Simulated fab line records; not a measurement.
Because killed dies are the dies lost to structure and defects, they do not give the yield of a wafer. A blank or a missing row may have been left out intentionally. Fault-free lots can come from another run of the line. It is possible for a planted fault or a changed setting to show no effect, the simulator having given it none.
fab line records | flow sky130
record: lots: 5 wafers: 15 lastDay: 50
route steps=708 shown RES_XHIGH@339 SD_N@342 SD_P@359 SALICIDE@361 LI_CONTACT@362
lots untouched by any fault: they come from a run of this same line in which no faults occurred
startH: start of the lot's first displayed wafer, in hours after the record's first day | waitH: hours elapsed since this lot's preceding step | " repeats the value in the row above | L1.1+2: a row that stands for several wafers | - value missing, or start not given | * or withheld: withheld | < > ~ a bound
route shown NAME@n: a module of which the file shows steps, and the number in the route of the first | usual: mean/standard deviation taken from wafers without a fault | same: alike in all rows | chamber/n: place in a boat | sites: the reading at each site | _std_site: standard deviation of those values | _edge_site: inner sites' mean taken away from outer sites' mean | radiusMm: for every site, how far away it sits from the centre of the wafer | mask NAME#n: copy n | behind: the most recent tool/chamber to have shaped the wafer | hold: the reason the lot was held/the length of the hold in hours/how it ended | device: names the non-switching transistor (n, p or np) | end of line: the route-end tests of the same wafers | a step with no rows: only its recipe | killed: dies that structure and defects cost at the first sort, which is not the same as the wafer's yield | map: dies across one wafer; x = killed, . = not, _ = none there
set.NAME: the run value of the setting; set.NAME@STEP: its run value at that earlier step | model.NAME: the simulator's own value behind a step, which no gauge read
certain route steps with their lots: each step a table, each wafer a row
services: the hour from which a tool's chamber was out of use, counted from the record's first day as startH (under 0 if before that day), plus the number of hours and why
== steps ==
step: SKY_RES_XHIGH_IMPLANT_07
recipe: species: BF2 energyKev: 20 doseCm2: 3.6e+14 tiltDeg: 0
columns lot.wafer tool chamber startH waitH
L076.1+2+6 implanter-04 0 616.58 0.1
L079.1+3+6 implanter-03 0 645.94 0.1
L084.1+2+3 implanter-01 0 691.38 0.1
L093.2+3+4 implanter-01 0 789.42 0.1
L094.4+5+6 implanter-04 0 810.07 0.1
step: SKY_RES_XHIGH_STRIP_08
recipe: chemistry: O2/N2 powerW: 1400 pressureMtorr: 1500 platenTempC: withheld o2FlowSccm: 3000 n2FlowSccm: 300 overashFraction: 0.5
usual: drypumpMotorCurrentA: 5.65/0.26 o2FlowSccm: 3002/8.7 oesProductAu: 0.711/0.0052 stripTimeToEndpointS: 14.27/0.041
columns lot.wafer tool chamber startH waitH drypumpMotorCurrentA o2FlowSccm oesProductAu rfHoursCounterH stripTimeToEndpointS
L076.1 plasmaAsher-02 1 616.73 0.1 6.09 2994 0.708 81 14.32
L076.2 " 0 " " 5.96 3001 0.706 81 14.24
L076.6 " 1 " " 6.07 2996 0.713 - 14.27
L079.1 plasmaAsher-04 1 646.09 0.1 5.72 2994 0.710 21 14.36
L079.3 " 0 " " 5.78 2990 0.712 - 14.35
L079.6 " 0 " " 5.78 3008 0.712 - 14.36
L084.1 plasmaAsher-03 0 691.53 0.1 5.19 2992 0.716 54 14.24
L084.2 " 1 " " 5.56 3014 0.715 54 14.20
L084.3 " 0 " " 5.22 2997 0.707 - 14.25
L093.2 plasmaAsher-03 1 789.54 0.1 5.56 3007 0.714 64 14.27
L093.3 " 1 " " 5.54 2999 0.721 - 14.34
L093.4 " 0 " " 5.23 3000 0.710 - 14.26
L094.4 plasmaAsher-04 0 810.17 0.1 5.79 3002 0.704 - 14.27
L094.5 " 1 " " 5.69 3009 0.711 - 14.22
L094.6 " 0 " " 5.78 2997 0.707 - 14.20
step: SKY_RES_XHIGH_TW_MEAS_09
usual: RES_XHIGH_TW: 1629/8.3
columns lot.wafer tool chamber startH waitH RES_XHIGH_TW
L076.1 filmMetro-03 - 616.83 0.1 1620
L076.2 " - " " 1619
L076.6 " - " " 1622
L079.1 filmMetro-01 - 646.19 0.1 1643
L079.3 " - " " 1655
L079.6 " - " " 1644
L084.1 filmMetro-02 - 691.63 0.1 1625
L084.2 " - " " 1630
L084.3 " - " " 1624
L093.2 filmMetro-02 - 789.65 0.1 1620
L093.3 " - " " 1622
L093.4 " - " " 1622
L094.4 filmMetro-01 - 810.27 0.1 1643
L094.5 " - " " 1635
L094.6 " - " " 1634
step: SKY_SD_N_DEHYDRATE_00
recipe: tempC: 200 timeS: 60
columns lot.wafer tool chamber startH waitH
L076.1+2+6 lithoTrack-04 0 629.83 13.0
L079.1+3+6 lithoTrack-04 0 658.83 12.6
L084.1+2+3 lithoTrack-03 0 704.88 13.2
L093.2+3+4 lithoTrack-04 0 801.86 12.2
L094.4+5+6 lithoTrack-03 0 822.16 11.9
step: SKY_SD_N_HMDS_01
recipe: primeTimeS: 60 primeTempC: 120
columns lot.wafer tool chamber startH waitH
L076.1+2+6 lithoTrack-04 0 629.98 0.1
L079.1+3+6 lithoTrack-04 0 658.98 0.1
L084.1+2+3 lithoTrack-03 0 705.03 0.1
L093.2+3+4 lithoTrack-04 0 802.01 0.1
L094.4+5+6 lithoTrack-03 0 822.31 0.1
step: SKY_SD_N_COAT_02
recipe: resist: NOVOLAK spinRpm: 3000 resistThkNm: 1140
columns lot.wafer tool chamber startH waitH
L076.1+2+6 lithoTrack-04 0 630.13 0.1
L079.1+3+6 lithoTrack-04 0 659.13 0.1
L084.1+2+3 lithoTrack-03 0 705.18 0.1
L093.2+3+4 lithoTrack-04 0 802.16 0.1
L094.4+5+6 lithoTrack-03 0 822.46 0.1
step: SKY_SD_N_SOFTBAKE_03
recipe: tempC: 90 timeS: 60 resist: NOVOLAK
columns lot.wafer tool chamber startH waitH
L076.1+2+6 lithoTrack-04 0 630.28 0.1
L079.1+3+6 lithoTrack-04 0 659.28 0.1
L084.1+2+3 lithoTrack-03 0 705.33 0.1
L093.2+3+4 lithoTrack-04 0 802.31 0.1
L094.4+5+6 lithoTrack-03 0 822.61 0.1
step: SKY_SD_N_EXPOSE_04
recipe: maskId: NSDM na: 0.6 sourceShape: conventional sigmaOuter: 0.6 polarization: unpolarized targetCdNm: 380 doseMj: 141
columns lot.wafer tool chamber startH waitH mask
L076.1+2+6 ilineStepper-02 0 - - NSDM#0
L079.1+3+6 ilineStepper-01 0 - - NSDM#0
L084.1+2+3 ilineStepper-01 0 - - NSDM#0
L093.2+3+4 ilineStepper-01 0 - - NSDM#0
L094.4+5+6 ilineStepper-01 0 - - NSDM#0
step: SKY_SD_N_PEB_05
recipe: tempC: withheld timeS: * resist: NOVOLAK
columns lot.wafer tool chamber startH waitH
L076.1+2+6 lithoTrack-02 0 - -
L079.1+3+6 lithoTrack-03 0 - -
L084.1+2+3 lithoTrack-02 0 - -
L093.2+3+4 lithoTrack-02 0 - -
L094.4+5+6 lithoTrack-04 0 - -
step: SKY_SD_N_DEVELOP_06
recipe: resist: NOVOLAK developer: TMAH developTimeS: 60 devTempC: 23
columns lot.wafer tool chamber startH waitH
L076.1+2+6 lithoTrack-02 0 645.12 0.1
L079.1+3+6 lithoTrack-03 0 674.03 0.1
L084.1+2+3 lithoTrack-02 0 718.82 0.1
L093.2+3+4 lithoTrack-02 0 815.50 0.1
L094.4+5+6 lithoTrack-04 0 835.56 0.1
step: SKY_SD_N_CD_MEAS_07
recipe: targetCdNm: 380
usual: cdNm: 380.0/2.3
columns lot.wafer tool chamber startH waitH cdNm
L076.1 cdSem-01 - 645.27 0.1 384.2
L076.2 " - " " 385.2
L076.6 " - " " 384.0
L079.1 cdSem-02 - 674.27 0.2 382.7
L079.3 " - " " 380.2
L079.6 " - " " 383.0
L084.1 cdSem-01 - 718.97 0.1 376.6
L084.2 " - " " 378.7
L084.3 " - " " 380.5
L093.2 cdSem-01 - 815.64 0.1 380.2
L093.3 " - " " 382.2
L093.4 " - " " 380.6
L094.4 cdSem-01 - 835.69 0.1 378.5
L094.5 " - " " 380.2
L094.6 " - " " 378.5
step: SKY_SD_N_OVL_MEAS_08
usual: SD_N_OVL: -1.1/1.3
columns lot.wafer tool chamber startH waitH SD_N_OVL[nm]
L076.1 overlay-02 - 645.39 0.1 -3.4
L076.2 " - " " -2.8
L076.6 " - " " -2.0
L079.1 overlay-02 - 674.39 0.1 -2.5
L079.3 " - " " -1.9
L079.6 " - " " -2.6
L084.1 overlay-01 - 719.09 0.1 -1.2
L084.2 " - " " -1.2
L084.3 " - " " -0.2
L093.2 overlay-01 - 815.75 0.1 -0.5
L093.3 " - " " -2.2
L093.4 " - " " -0.2
L094.4 overlay-01 - 835.77 0.1 -0.9
L094.5 " - " " -1.0
L094.6 " - " " 0.0
step: SKY_SD_N_IMPLANT_09
recipe: species: As energyKev: 50 doseCm2: 4e+15 tiltDeg: 0
columns lot.wafer tool chamber startH waitH
L076.1+2+6 implanter-01 0 645.43 0.0
L079.1+3+6 implanter-04 0 674.43 0.0
L084.1+2+3 implanter-04 0 719.13 0.0
L093.2+3+4 implanter-04 0 815.80 0.0
L094.4+5+6 implanter-04 0 835.86 0.1
step: SKY_SD_N_IMPLANT_10
recipe: species: P energyKev: 20 doseCm2: 1e+14 tiltDeg: 0
columns lot.wafer tool chamber startH waitH
L076.1+2+6 implanter-01 0 645.58 0.1
L079.1+3+6 implanter-04 0 674.58 0.1
L084.1+2+3 implanter-04 0 719.28 0.1
L093.2+3+4 implanter-04 0 815.95 0.1
L094.4+5+6 implanter-04 0 836.01 0.1
step: SKY_SD_N_STRIP_11
recipe: chemistry: O2/N2 powerW: 1400 pressureMtorr: 1500 platenTempC: withheld o2FlowSccm: 3000 n2FlowSccm: 300 overashFraction: 0.5
usual: drypumpMotorCurrentA: 5.8/0.41 o2FlowSccm: 3000/8.7 oesProductAu: 0.528/0.0046 stripTimeToEndpointS: 22.55/0.045
columns lot.wafer tool chamber startH waitH drypumpMotorCurrentA o2FlowSccm oesProductAu rfHoursCounterH stripTimeToEndpointS
L076.1 plasmaAsher-04 1 645.73 0.1 5.7 3005 0.528 21 22.50
L076.2 " 0 " " 5.8 2999 0.515 21 22.49
L076.6 " 0 " " 5.8 2978 0.525 - 22.50
L079.1 plasmaAsher-01 0 674.73 0.1 5.6 3002 0.530 98 22.54
L079.3 " 0 " " 5.6 3001 0.523 - 22.54
L079.6 " 1 " " 6.7 3022 0.513 - 22.52
L084.1 plasmaAsher-04 0 719.43 0.1 5.8 3016 0.533 28 22.55
L084.2 " 1 " " 5.7 3006 0.537 28 22.55
L084.3 " 0 " " 5.8 3008 0.528 - 22.56
L093.2 plasmaAsher-01 1 816.08 0.1 6.6 2993 0.527 7 22.55
L093.3 " 1 " " 6.6 2996 0.527 - 22.57
L093.4 " 0 " " 5.6 3000 0.526 - 22.54
L094.4 plasmaAsher-01 1 836.12 0.1 6.6 2987 0.538 - 22.57
L094.5 " 1 " " 6.6 2989 0.524 - 22.62
L094.6 " 0 " " 5.6 2986 0.530 - 22.56
step: SKY_SD_N_TW_MEAS_12
usual: SD_N_TW: 3952/26
columns lot.wafer tool chamber startH waitH SD_N_TW
L076.1 filmMetro-01 - 645.83 0.1 3980
L076.2 " - " " 3973
L076.6 " - " " 3988
L079.1 filmMetro-02 - 674.83 0.1 3952
L079.3 " - " " 3969
L079.6 " - " " 3945
L084.1 filmMetro-01 - 719.53 0.1 3972
L084.2 " - " " 3964
L084.3 " - " " 3949
L093.2 filmMetro-01 - 816.19 0.1 3970
L093.3 " - " " 3986
L093.4 " - " " 3974
L094.4 filmMetro-01 - 836.22 0.1 3965
L094.5 " - " " 3959
L094.6 " - " " 3962
step: SKY_SD_N_CLEAN_13
recipe: chemistry: SC1/SC2 mix: 1:4:20 tempC: 70 timeS: 150 dry: n2Spin
columns lot.wafer tool chamber startH waitH
L076.1+2+6 wetBench-04 1 645.89 0.1
L079.1+3+6 wetBench-04 2 674.89 0.1
L084.1+2+3 wetBench-01 2 719.59 0.1
L093.2+3+4 wetBench-02 3 816.24 0.0
L094.4+5+6 wetBench-01 1 836.25 0.0
step: SKY_SD_N_RTA_14
recipe: tempC: 1075 timeS: 2 idleTempC: 650 rampUpCPerS: 150 rampDownCPerS: 90 ambient: N2
usual: lampPowerPct: 15.74/0.049 wafer_temp_C_max: 1078.3/1.4
columns lot.wafer tool chamber startH waitH lampPowerPct wafer_temp_C_max
L076.1 rtpAnneal-01 0 645.94 0.0 15.85 1078.8
L076.2 " 0 " " 15.70 1078.0
L076.6 " 0 " " 15.76 1078.4
L079.1 rtpAnneal-02 0 674.94 0.0 15.72 1078.9
L079.3 " 0 " " 15.74 1077.3
L079.6 " 0 " " 15.69 1081.3
L084.1 rtpAnneal-01 0 719.71 0.0 15.73 1078.2
L084.2 " 0 " " 15.72 1077.2
L084.3 " 0 " " 15.76 1078.7
L093.2 rtpAnneal-02 0 816.30 0.0 15.82 1075.8
L093.3 " 0 " " 15.70 1080.0
L093.4 " 0 " " 15.70 1077.1
L094.4 rtpAnneal-02 0 836.33 0.0 15.70 1077.9
L094.5 " 0 " " 15.76 1078.7
L094.6 " 0 " " 15.66 1078.9
step: SKY_SD_N_RS_MEAS_16
recipe: thkMeasGauge: four-point-probe
usual: SD_N_RS: 68.58/0.13
columns lot.wafer tool chamber startH waitH SD_N_RS[ohm/sq]
L076.1 filmMetro-02 - 646.11 0.1 68.82
L076.2 " - " " 68.63
L076.6 " - " " 68.78
L079.1 filmMetro-01 - 675.11 0.1 68.54
L079.3 " - " " 68.59
L079.6 " - " " 68.41
L084.1 filmMetro-02 - 719.88 0.1 68.50
L084.2 " - " " 68.62
L084.3 " - " " 68.67
L093.2 filmMetro-03 - 816.48 0.1 68.53
L093.3 " - " " 68.44
L093.4 " - " " 68.37
L094.4 filmMetro-02 - 836.53 0.1 68.69
L094.5 " - " " 68.83
L094.6 " - " " 68.82
step: SKY_SD_N_RS_MEAS_17
recipe: thkMeasGauge: four-point-probe
usual: SD_P_RS: 147.1/0.38
columns lot.wafer tool chamber startH waitH SD_P_RS[ohm/sq]
L076.1 filmMetro-02 - 646.23 0.1 147.8
L076.2 " - " " 147.2
L076.6 " - " " 147.7
L079.1 filmMetro-01 - 675.23 0.1 147.2
L079.3 " - " " 147.0
L079.6 " - " " 147.1
L084.1 filmMetro-02 - 720.00 0.1 147.4
L084.2 " - " " 147.1
L084.3 " - " " 147.4
L093.2 filmMetro-03 - 816.60 0.1 147.0
L093.3 " - " " 147.2
L093.4 " - " " 146.8
L094.4 filmMetro-02 - 836.65 0.1 147.5
L094.5 " - " " 147.4
L094.6 " - " " 147.3
step: SKY_SD_N_RS_MEAS_18
recipe: thkMeasGauge: four-point-probe
usual: RES_XHIGH_RS: 333.4/1.1
columns lot.wafer tool chamber startH waitH RES_XHIGH_RS[ohm/sq]
L076.1 filmMetro-02 - 646.35 0.1 336.3
L076.2 " - " " 335.9
L076.6 " - " " 334.3
L079.1 filmMetro-01 - 675.35 0.1 334.9
L079.3 " - " " 331.3
L079.6 " - " " 332.8
L084.1 filmMetro-02 - 720.12 0.1 333.1
L084.2 " - " " 334.0
L084.3 " - " " 333.2
L093.2 filmMetro-03 - 816.72 0.1 332.1
L093.3 " - " " 332.3
L093.4 " - " " 332.5
L094.4 filmMetro-02 - 836.77 0.1 332.8
L094.5 " - " " 334.8
L094.6 " - " " 333.5
step: SKY_SALICIDE_CLEAN_00
recipe: chemistry: HF-last timeS: 30 dilution: 100:1 dry: ipaMarangoni
columns lot.wafer tool chamber startH waitH
L076.1+2+6 wetBench-02 3 646.47 0.1
L079.1+3+6 wetBench-03 1 675.47 0.1
L084.1+2+3 wetBench-02 3 720.24 0.1
L093.2+3+4 wetBench-01 3 816.82 0.1
L094.4+5+6 wetBench-01 3 836.83 0.0
step: SKY_LI_CONTACT_HDPCVD_00
recipe: material: PSG targetThkNm: 930 sigmaOpenFrac: 0.3 timeS: 155 tempC: 600 sih4FlowSccm: 60 pressureMtorr: 6
columns lot.wafer tool chamber startH waitH
L076.1+2+6 hdpcvd-02 0,2,1 646.49 0.0
L079.1+3+6 hdpcvd-02 1,0,0 675.49 0.0
L084.1+2+3 hdpcvd-02 0,2,1 720.26 0.0
L093.2+3+4 hdpcvd-02 0,2,0 816.84 0.0
L094.4+5+6 hdpcvd-01 1,0,2 836.90 0.1
step: SKY_LI_CONTACT_THK_MEAS_01
recipe: reads: PSG_of_LI_CONTACT_HDPCVD_00
usual: LI_CONTACT_HDPCVD_THK: 926/10
columns lot.wafer tool chamber startH waitH LI_CONTACT_HDPCVD_THK[nm]
L076.1 filmMetro-03 - 646.59 0.1 926
L076.2 " - " " 915
L076.6 " - " " 915
L079.1 filmMetro-02 - 675.59 0.1 915
L079.3 " - " " 924
L079.6 " - " " 920
L084.1 filmMetro-03 - 720.36 0.1 929
L084.2 " - " " 931
L084.3 " - " " 919
L093.2 filmMetro-03 - 816.95 0.1 917
L093.3 " - " " 935
L093.4 " - " " 931
L094.4 filmMetro-03 - 836.98 0.0 933
L094.5 " - " " 924
L094.6 " - " " 932
step: SKY_LI_CONTACT_CMP_02
recipe: material: PSG downForcePsi: 4 platenRpm: 60 padVelocityMS: 0.94248
usual: edgeZonePressureFrac: 1.000/0.0048 motorCurrentA: 12.8/0.83 timeToEndpointS: 31.9/2.9
columns lot.wafer tool chamber startH waitH edgeZonePressureFrac motorCurrentA timeToEndpointS
L076.2 cmp-01 2 646.70 0.1 1.002 12.3 29.4
L076.1 " 3 " " 0.998 12.4 28.1
L076.6 " 2 " " 1.003 13.8 31.4
L079.1 cmp-02 3 675.65 0.1 0.997 11.6 29.7
L079.3 " 0 " " 1.002 13.0 31.8
L079.6 " 0 " " 1.004 14.4 31.5
L084.2 cmp-01 0 720.42 0.0 1.009 12.7 29.3
L084.1 " 2 " " 0.994 13.3 29.3
L084.3 " 3 " " 0.995 11.9 27.1
L093.4 cmp-01 1 817.00 0.0 1.000 12.6 32.5
L093.2 " 2 " " 0.993 13.3 29.9
L093.3 " 3 " " 1.002 12.3 30.5
L094.4 cmp-01 3 837.11 0.1 1.012 13.3 29.9
L094.5 " 1 " " 0.997 12.2 30.9
L094.6 " 2 " " 0.994 13.2 33.8
step: SKY_LI_CONTACT_BOW_MEAS_03
recipe: mode: bow
usual: LI_CONTACT_BOW: 55/6.8
columns lot.wafer tool chamber startH waitH LI_CONTACT_BOW[um]
L076.1 filmMetro-02 - 646.95 0.1 52
L076.2 " - " " 62
L076.6 " - " " 48
L079.1 filmMetro-03 - 675.95 0.2 50
L079.3 " - " " 53
L079.6 " - " " 54
L084.1 filmMetro-02 - 720.72 0.1 50
L084.2 " - " " 56
L084.3 " - " " 49
L093.2 filmMetro-01 - 817.32 0.2 54
L093.3 " - " " 61
L093.4 " - " " 46
L094.4 filmMetro-01 - 837.37 0.2 47
L094.5 " - " " 60
L094.6 " - " " 59
step: SKY_LI_CONTACT_DEHYDRATE_04
recipe: tempC: 200 timeS: 60
columns lot.wafer tool chamber startH waitH
L076.1+2+6 lithoTrack-02 0 660.17 13.2
L079.1+3+6 lithoTrack-01 0 688.64 12.7
L084.1+2+3 lithoTrack-04 0 733.58 12.8
L093.2+3+4 lithoTrack-04 0 829.26 11.9
L094.4+5+6 lithoTrack-04 0 848.61 11.2
step: SKY_LI_CONTACT_HMDS_05
recipe: primeTimeS: 60 primeTempC: 120
columns lot.wafer tool chamber startH waitH
L076.1+2+6 lithoTrack-02 0 660.32 0.1
L079.1+3+6 lithoTrack-01 0 688.79 0.1
L084.1+2+3 lithoTrack-04 0 733.73 0.1
L093.2+3+4 lithoTrack-04 0 829.41 0.1
L094.4+5+6 lithoTrack-04 0 848.76 0.1
step: SKY_LI_CONTACT_COAT_06
recipe: resist: BARC tempC: withheld timeS: withheld spinRpm: 3000 resistThkNm: 60
columns lot.wafer tool chamber startH waitH
L076.1+2+6 lithoTrack-02 0 660.47 0.1
L079.1+3+6 lithoTrack-01 0 688.94 0.1
L084.1+2+3 lithoTrack-04 0 733.88 0.1
L093.2+3+4 lithoTrack-04 0 829.56 0.1
L094.4+5+6 lithoTrack-04 0 848.91 0.1
step: SKY_LI_CONTACT_COAT_07
recipe: resist: KrF-thick spinRpm: 3000 resistThkNm: 450
columns lot.wafer tool chamber startH waitH
L076.1+2+6 lithoTrack-02 0 - -
L079.1+3+6 lithoTrack-01 0 - -
L084.1+2+3 lithoTrack-04 0 - -
L093.2+3+4 lithoTrack-04 0 - -
L094.4+5+6 lithoTrack-04 0 - -
step: SKY_LI_CONTACT_SOFTBAKE_08
recipe: tempC: 100 timeS: 90 resist: KrF-thick
columns lot.wafer tool chamber startH waitH
L076.1+2+6 lithoTrack-02 0 - -
L079.1+3+6 lithoTrack-01 0 - -
L084.1+2+3 lithoTrack-04 0 - -
L093.2+3+4 lithoTrack-04 0 - -
L094.4+5+6 lithoTrack-04 0 - -
step: SKY_LI_CONTACT_EXPOSE_09
recipe: maskId: LICM1 na: 0.8 sourceShape: annular sigmaInner: 0.55 sigmaOuter: 0.85 targetCdNm: 170 doseMj: 38
columns lot.wafer tool chamber startH waitH mask
L076.1+2+6 krfScanner-02 0 - - LICM1#0
L079.1+3+6 krfScanner-02 0 - - LICM1#0
L084.1+2+3 krfScanner-01 0 - - LICM1#0
L093.2+3+4 krfScanner-01 0 - - LICM1#0
L094.4+5+6 krfScanner-01 0 - - LICM1#0
step: SKY_LI_CONTACT_PEB_10
recipe: pebTempC: withheld pebTimeS: withheld resist: KrF-thick
columns lot.wafer tool chamber startH waitH
L076.1+2+6 lithoTrack-02 0 - -
L079.1+3+6 lithoTrack-02 0 - -
L084.1+2+3 lithoTrack-01 0 - -
L093.2+3+4 lithoTrack-01 0 - -
L094.4+5+6 lithoTrack-02 0 - -
step: SKY_LI_CONTACT_DEVELOP_11
recipe: developTimeS: 60 resist: KrF-thick devTempC: 21
columns lot.wafer tool chamber startH waitH
L076.1+2+6 lithoTrack-02 0 - -
L079.1+3+6 lithoTrack-02 0 - -
L084.1+2+3 lithoTrack-01 0 - -
L093.2+3+4 lithoTrack-01 0 - -
L094.4+5+6 lithoTrack-02 0 - -
step: SKY_LI_CONTACT_CD_MEAS_12
recipe: targetCdNm: 170
usual: cdNm: 169.7/1.6
columns lot.wafer tool chamber startH waitH cdNm
L076.1 cdSem-01 - 675.16 - 167.1
L076.2 " - " " 166.7
L076.6 " - " " 167.8
L079.1 cdSem-01 - 703.27 - 170.3
L079.3 " - " " 169.6
L079.6 " - " " 169.5
L084.1 cdSem-02 - 748.04 - 170.5
L084.2 " - " " 170.2
L084.3 " - " " 171.5
L093.2 cdSem-02 - 843.51 - 172.6
L093.3 " - " " 170.6
L093.4 " - " " 167.8
L094.4 cdSem-02 - 862.53 - 168.8
L094.5 " - " " 169.5
L094.6 " - " " 168.5
step: SKY_LI_CONTACT_OVL_MEAS_13
usual: LI_CONTACT_OVL: 0/5.2
columns lot.wafer tool chamber startH waitH LI_CONTACT_OVL[nm]
L076.1 overlay-02 - 675.28 0.1 4
L076.2 " - " " 7
L076.6 " - " " 1
L079.1 overlay-02 - 703.39 0.1 2
L079.3 " - " " 4
L079.6 " - " " 2
L084.1 overlay-01 - 748.16 0.1 -3
L084.2 " - " " 4
L084.3 " - " " 1
L093.2 overlay-02 - 843.62 0.1 -4
L093.3 " - " " 3
L093.4 " - " " 0
L094.4 overlay-01 - 862.61 0.1 -4
L094.5 " - " " -5
L094.6 " - " " -4
step: SKY_LI_CONTACT_ETCH_14
recipe: chemistry: N2/H2 target: BARC ionEnergyEv: 200 sourceW: 500 biasW: 100 pressureMtorr: 30 n2FlowSccm: 100 h2FlowSccm: 200 stopOn: SiO2 timeS: 45.9 targetDepthA: 600
usual: drypumpMotorCurrentA: 5.8/0.44 h2FlowSccm: 200.0/0.56 oesProductAu: 0.855/0.0053 rfFwdPowerW: 494.7/2 throttleValvePct: 13.225/0.0097
columns lot.wafer tool chamber startH waitH drypumpMotorCurrentA h2FlowSccm oesProductAu rfFwdPowerW rfHoursCounterH throttleValvePct
L076.1 rieDiel-02 1 675.32 0.0 6.3 200.1 0.855 490.2 4 13.218
L076.2 " 0 " " 6.3 199.6 0.857 494.8 48 13.231
L076.6 " 0 " " 6.3 200.1 0.858 493.2 - 13.223
L079.1 rieDiel-04 3 703.43 0.0 5.6 199.5 0.862 495.6 33 13.221
L079.3 " 0 " " 6.0 199.4 0.856 494.6 19 13.225
L079.6 " 3 " " 5.6 200.2 0.857 496.3 - 13.218
L084.1 rieDiel-02 2 748.20 0.0 6.0 200.6 0.853 495.0 8 13.235
L084.2 " 1 " " 6.3 199.9 0.851 492.3 7 13.214
L084.3 " 0 " " 6.4 201.1 0.856 494.4 50 13.244
L093.2 rieDiel-03 1 843.65 0.0 6.4 200.1 0.853 495.4 11 13.201
L093.3 " 3 " " 5.2 199.4 0.860 494.4 2 13.226
L093.4 " 2 " " 5.1 200.3 0.850 494.3 12 13.224
L094.4 rieDiel-03 0 862.63 0.0 6.4 200.3 0.853 495.3 7 13.231
L094.5 " 0 " " 6.4 200.4 0.849 494.6 - 13.244
L094.6 " 1 " " 6.4 200.2 0.848 492.6 - 13.215
step: SKY_LI_CONTACT_ETCH_15
recipe: target: PSG chemistry: C4F8/O2/Ar stopOn: Si taperDeg: 4.15 maskMaterial: KrF-thick sourceW: 1500 biasW: 1200 pressureMtorr: 40 c4f8FlowSccm: withheld O2_flow_sccm: 6 Ar_flow_sccm: 300 timeS: withheld targetDepthA: 6000
usual: oesProductAu: 0.837/0.0049 rfFwdPowerW: 1492/5.4
columns lot.wafer tool chamber startH waitH oesProductAu rfFwdPowerW
L076.1 rieDiel-02 1 675.36 0.0 0.832 1484
L076.2 " 0 " " 0.838 1490
L076.6 " 0 " " 0.833 1500
L079.1 rieDiel-04 3 703.47 0.0 0.834 1491
L079.3 " 0 " " 0.846 1494
L079.6 " 3 " " 0.833 1497
L084.1 rieDiel-02 2 748.24 0.0 0.839 1488
L084.2 " 1 " " 0.833 1487
L084.3 " 0 " " 0.835 1497
L093.2 rieDiel-03 1 843.69 0.0 0.833 1490
L093.3 " 3 " " 0.836 1484
L093.4 " 2 " " 0.842 1493
L094.4 rieDiel-03 0 862.67 0.0 0.842 1490
L094.5 " 0 " " 0.840 1491
L094.6 " 1 " " 0.835 1485
step: SKY_LI_CONTACT_STRIP_16
recipe: chemistry: O2/N2 powerW: 1400 pressureMtorr: 1500 platenTempC: withheld o2FlowSccm: 3000 n2FlowSccm: 300 overashFraction: 0.5
usual: drypumpMotorCurrentA: 5.8/0.48 o2FlowSccm: 2999/10 oesProductAu: 0.376/0.0049 stripTimeToEndpointS: 3.52/0.03
columns lot.wafer tool chamber startH waitH drypumpMotorCurrentA o2FlowSccm oesProductAu rfHoursCounterH stripTimeToEndpointS
L076.1 plasmaAsher-01 0 675.44 - 5.6 2995 0.378 98 3.51
L076.2 " 1 " " 6.6 3009 0.369 98 3.47
L076.6 " 0 " " 5.6 2999 0.369 - 3.46
L079.1 plasmaAsher-02 0 703.56 - 6.0 3005 0.378 90 3.54
L079.3 " 0 " " 6.0 3012 0.371 - 3.50
L079.6 " 0 " " 6.0 2999 0.379 - 3.54
L084.1 plasmaAsher-03 0 748.32 - 5.2 3011 0.376 60 3.50
L084.2 " 1 " " 5.6 3004 0.382 60 3.51
L084.3 " 0 " " 5.2 3013 0.375 - 3.47
L093.2 plasmaAsher-03 0 843.78 - 5.2 2986 0.382 69 3.54
L093.3 " 1 " " 5.6 2997 0.380 - 3.53
L093.4 " 0 " " 5.2 2993 0.372 - 3.55
L094.4 plasmaAsher-03 0 862.79 - 5.2 2989 0.379 - 3.52
L094.5 " 1 " " 5.6 2999 0.373 - 3.51
L094.6 " 0 " " 5.2 2985 0.384 - 3.53
step: SKY_LI_CONTACT_CLEAN_17
recipe: chemistry: NMP timeS: 600 tempC: 60 dry: n2Spin
columns lot.wafer tool chamber startH waitH
L076.1+2+6 wetBench-03 0 675.54 0.1
L079.1+3+6 wetBench-03 0 703.66 0.1
L084.1+2+3 wetBench-01 1 748.42 0.1
L093.2+3+4 wetBench-04 2 843.91 0.1
L094.4+5+6 wetBench-01 2 862.86 0.0
step: SKY_LI_CONTACT_PRE_CLEAN_18
recipe: gas: Ar timeS: 5.6 biasV: 358
columns lot.wafer tool chamber startH waitH
L076.1+2+6 pvdSputter-03 - 675.72 0.0
L079.1+3+6 pvdSputter-01 - 703.83 0.0
L084.1+2+3 pvdSputter-02 - 748.60 0.0
L093.2+3+4 pvdSputter-03 - 844.11 0.0
L094.4+5+6 pvdSputter-03 - 863.03 0.0
step: SKY_LI_CONTACT_SPUTTER_19
recipe: material: Ti targetThkNm: 20 chamberPressurePa: 5 powerW: 2500 substrateTempC: 200 timeS: 106.37
usual: chamberPressurePa: 5.001/0.01 throttleValvePct: 30.0/1.2
columns lot.wafer tool chamber startH waitH chamberPressurePa throttleValvePct
L076.1 pvdSputter-03 - 675.74 0.0 5.021 32.2
L076.2 " - " " 5.011 30.6
L076.6 " - " " 5.012 30.6
L079.1 pvdSputter-01 - 703.85 0.0 4.994 29.9
L079.3 " - " " 5.005 31.3
L079.6 " - " " 4.998 30.3
L084.1 pvdSputter-02 - 748.62 0.0 5.005 27.7
L084.2 " - " " 5.025 30.9
L084.3 " - " " 5.011 29.3
L093.2 pvdSputter-03 - 844.13 0.0 5.005 30.9
L093.3 " - " " 5.020 29.0
L093.4 " - " " 5.007 29.1
L094.4 pvdSputter-03 - 863.05 0.0 4.991 30.7
L094.5 " - " " 5.016 29.0
L094.6 " - " " 4.997 30.4
== services ==
columns tool chamber startH hours kind
plasmaAsher-04 - 598.78 0.7 repair
ilineStepper-01 - 615.69 1.7 pm
implanter-01 - 623.69 17.0 repair
cmp-01 - 630.69 4.0 repair
rieDiel-02 3 635.37 51.3 repair
implanter-04 - 643.89 3.8 pm
rieDiel-02 0 659.57 2.4 repair
implanter-04 - 662.71 2.1 repair
implanter-04 - 664.83 3.1 pm
ilineStepper-01 - 666.38 1.3 repair
implanter-04 - 667.28 3.6 repair
cmp-01 - 680.11 12.6 repair
implanter-01 - 683.17 2.7 repair
cmp-01 - 685.59 0.2 repair
implanter-04 - 694.34 8.8 repair
plasmaAsher-01 - 697.61 1.4 repair
rieDiel-03 0 721.03 12.7 repair
plasmaAsher-01 - 733.75 9.0 pm
cmp-01 - 733.99 2.2 repair
rieDiel-02 1 750.10 4.9 repair
rieDiel-02 0 754.43 8.0 repair
plasmaAsher-03 - 826.88 6.9 repair
pvdSputter-03 - 852.90 2.4 repair
pvdSputter-03 - 859.39 0.8 repair
== key ==
fault none
